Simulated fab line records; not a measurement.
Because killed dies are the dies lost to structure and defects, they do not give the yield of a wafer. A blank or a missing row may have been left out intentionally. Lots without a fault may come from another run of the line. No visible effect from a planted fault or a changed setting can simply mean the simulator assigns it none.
The tool behind it: which one? + flow sky130 + route of 708 steps, sampled at 1 step: 12 lots, 36 wafers

WHAT EACH GAUGE READ, for each wafer
SKY_VIA3_THK_MEAS_01. Usual: for VIA3_HDPCVD_THK the level is 1632 nm and the standard deviation is 15.
| lot  | measured     | on           | VIA3_HDPCVD_THK (nm) | flag |
|------|--------------|--------------|----------------------|------|
| L415 | day 38 22:23 | filmMetro-04 | 1638 1658 1661       |      |
| L417 | day 39 08:18 | filmMetro-04 | 1631 1637 1628       |      |
| L418 | day 39 08:32 | filmMetro-02 | 1629 1632 1621       |      |
| L419 | day 40 01:55 | filmMetro-04 | 1637 1629 1637       |      |
| L420 | day 40 03:24 | filmMetro-03 | 1621 1596 1611       |      |
| L422 | day 40 15:20 | filmMetro-04 | 1618 1643 1644       |      |
| L429 | day 42 09:16 | filmMetro-02 | 1647 1653 1639       |      |
| L431 | day 43 07:55 | filmMetro-04 | 1608 1612 1597       |      |
| L432 | day 43 17:03 | filmMetro-04 | 1627 1631 1621       |      |
| L435 | day 44 01:36 | filmMetro-03 | 1627 1637 1623       |      |
| L436 | day 44 15:05 | filmMetro-02 | 1632 1632 1646       |      |
| L438 | day 45 01:25 | filmMetro-03 | 1630 1627 1636       |      |

WHAT TOOL EACH LOT RAN ON (gives the tool, then ch and the chambers of the sampled wafers, and finally the start)
Record: no process step prior to these readings.

WHAT THE TOOLS THEMSELVES READ (means of the sampled wafers that have a number; where no wafer has one, the mark that the record gives instead)
The record holds no such reading with a usual standard deviation.

THE ANSWER, worked out from the rows above alone
Rule: a lot counts as off when the mean over its wafers that have a number is more than 3 standard deviations away from the usual mean. A lot without any number at a reading at which 4 lots or more have one is off too. Where the step has rows for the other lots, those lots are counted as sound. Order of review: gauges by route order, followed by the tools' own readings, for which a lot's mean as printed above is used. The first step at which some lot is off is used, and at that step the reading that is off furthest; a lot without a number counts as furthest.
No lot is off on any of the readings shown, so nothing can be concluded from this.

WHAT WAS PUT IN BY THE SIMULATOR
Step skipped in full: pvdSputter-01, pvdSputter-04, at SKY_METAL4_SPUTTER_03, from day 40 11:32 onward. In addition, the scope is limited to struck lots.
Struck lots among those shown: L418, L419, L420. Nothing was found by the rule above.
